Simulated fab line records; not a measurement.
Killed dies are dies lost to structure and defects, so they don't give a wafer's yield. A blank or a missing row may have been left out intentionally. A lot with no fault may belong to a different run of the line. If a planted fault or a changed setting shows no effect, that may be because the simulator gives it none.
A lot that was struck, set against a sound lot | flow sky130 | 23 out of 708 route steps
Sound: these wafers, L488.1, L488.2, L488.5. Struck: wafers L492.3, L492.5. (L492.4 of the same lot was not struck and is left out.) The cause comes at the end.
Per side, at each step with rows, come the tool, then ch with its chambers, and then its first start. Under that, the readings that differ: sound wafers | struck wafers | difference of the means | sigmas: that difference in standard deviations of wafers without a fault.
alike: same words and numbers on both sides, and readings whose means sit less than 2 such deviations apart. not compared: any withheld reading, any reading some wafer has no value for, any bound like >300 that may hide the same value, and any number with overlapping values for which the record gives no deviation.
Wherever a step has rows on one side only, a row that says differs or no value, or a row with sigmas, the two part there. When numbers do not overlap yet have no deviation, they are printed without sigmas and do not part them. A reading missing from all wafers of one side parts the sides only when that side holds two or more wafers.

first, 1 step without rows for these wafers: SKY_SONOS_TUNNEL_STRIP_11 (strips in SPM, time 600 s).
SKY_SONOS_TUNNEL_TW_MEAS_12:
  struck on film-metro-01, day 16 00:11; sound on film-metro-03, day 14 22:55
  alike: SONOS_TUNNEL_TW
then, 2 steps without rows for these wafers: SKY_SONOS_TUNNEL_CLEAN_13 (cleans in dHF, time 20 s); SKY_SONOS_ONO_OXIDATION_00 (stabilise 600 s, purge 300 s, target thk 2.6 nm).
SKY_SONOS_ONO_THK_MEAS_01:
  struck on film-metro-04, day 16 03:00; sound on film-metro-04, day 15 01:17
  alike: SONOS_ONO_OXIDATION_THK
then, 1 step without rows for these wafers: SKY_SONOS_ONO_CVD_02 (deposits Si3N4 from DCS/NH3, target thk 10.5 nm, time 180 s).
SKY_SONOS_ONO_THK_MEAS_03:
  struck on film-metro-02, day 16 07:02; sound on film-metro-03, day 15 03:02
  alike: SONOS_ONO_CVD_02_THK
then, 1 step without rows for these wafers: SKY_SONOS_ONO_CVD_04 (deposits SiO2 from SiH4/N2O, target thk 5.7199 nm).
SKY_SONOS_ONO_THK_MEAS_05:
  struck on film-metro-04, day 16 08:21; sound on film-metro-03, day 15 04:58
  alike: SONOS_ONO_CVD_04_THK
then, 3 steps without rows for these wafers: SKY_SONOS_ONO_DEHYDRATE_06 (time 60 s); SKY_SONOS_ONO_HMDS_07 (prime time 60 s); SKY_SONOS_ONO_COAT_08 (resist thk 1140 nm).
SKY_SONOS_ONO_SOFTBAKE_09: time 60 s.
  sound on litho-track-01 ch 0, day 15 19:17; struck on litho-track-01 ch 0, day 16 22:11
  reading                  | sound             | struck      | difference | sigmas
  heater-power-total-W (W) | 56.60 56.60 56.59 | 70.91 70.81 | +14.26     | +99 or more
  run-length-s (s)         | 89.18 89.17 89.17 | 59.33 59.31 | -29.85     | -99 or more
then, 2 steps without rows for these wafers: SKY_SONOS_ONO_EXPOSE_10 (exposes mask ONOM, target cd 410 nm); SKY_SONOS_ONO_PEB_11.
SKY_SONOS_ONO_DEVELOP_12: develop time 60 s.
  sound on litho-track-04 ch 0, day 16 08:37; struck on litho-track-01 ch 0, day 17 12:20
  reading                                        | sound          | struck    | difference | sigmas
  model.NOVOLAK_of_SONOS_ONO_COAT_08.thk-nm (nm) | 1143 1142 1139 | 1163 1164 | +22        |
SKY_SONOS_ONO_CD_MEAS_13: target cd 410 nm.
  struck on cd-sem-02, day 17 12:29; sound on cd-sem-02, day 16 08:46
  alike: cd-nm
SKY_SONOS_ONO_OVL_MEAS_14:
  struck on overlay-01, day 17 12:34; sound on overlay-02, day 16 08:53
  alike: SONOS_ONO_OVL
SKY_SONOS_ONO_ETCH_15: etches the open film in CHF3/O2, target depth 19.52 nm, time 7.8 s.
  sound on rie-diel-04 ch 0,2,3, day 16 08:55; struck on rie-diel-02 ch 2,3, day 17 12:35
  reading                                        | sound          | struck    | difference | sigmas
  model.NOVOLAK_of_SONOS_ONO_COAT_08.thk-nm (nm) | 1127 1126 1122 | 1146 1148 | +22        |
  alike: chamber-pressure-mTorr, drypump-motor-current-A, oes-product-au, rf-fwd-power-W, throttle-valve-pct
  not compared: rf-hours-counter-h
then, 1 step without rows for these wafers: SKY_SONOS_ONO_WET_ETCH_16 (etches SiO2 in dHF, target depth 14 nm, time 280 s).
SKY_SONOS_ONO_STRIP_17: strips in O2/N2.
  sound on plasma-asher-02 ch 0,1, day 16 09:02; struck on plasma-asher-01 ch 0,1, day 17 12:44
  reading                      | sound             | struck      | difference | sigmas
  strip-time-to-endpoint-s (s) | 14.13 14.13 14.06 | 14.36 14.38 | +0.26      | +6
  alike: chamber-pressure-mTorr, drypump-motor-current-A, oes-product-au
  not compared: rf-hours-counter-h
then, 1 step without rows for these wafers: SKY_SONOS_ONO_WET_ETCH_18 (etches Si3N4 in H3PO4, target depth 15 nm, time 172 s).
-- a jump in the record: the struck wafers' starts before and after are 32 days apart (it breaks off in module SONOS_ONO and resumes in module PAD_OPEN, where the first step shown is number 708 of the route) --
SKY_PAD_OPEN_PROBE_99:
  struck on prober-02, day 49 04:58; sound on prober-02, day 48 11:25
  reading            | sound    | struck | difference | sigmas
  killed_at_M0_to_M3 | 52 47 52 | 36 37  | -14        | -2
  alike: killed_at_M4_up, killed-at-contacts, killed-at-front-end, killed-at-other, killed-dies, killed-open, killed-short

## WHERE THEY PART
Earliest at SKY_SONOS_ONO_SOFTBAKE_09; latest, in this record, at SKY_PAD_OPEN_PROBE_99.

WHY: what the simulator had put in
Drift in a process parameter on litho-track-01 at SKY_SONOS_ONO_SOFTBAKE_09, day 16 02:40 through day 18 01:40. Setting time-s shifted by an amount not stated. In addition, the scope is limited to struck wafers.
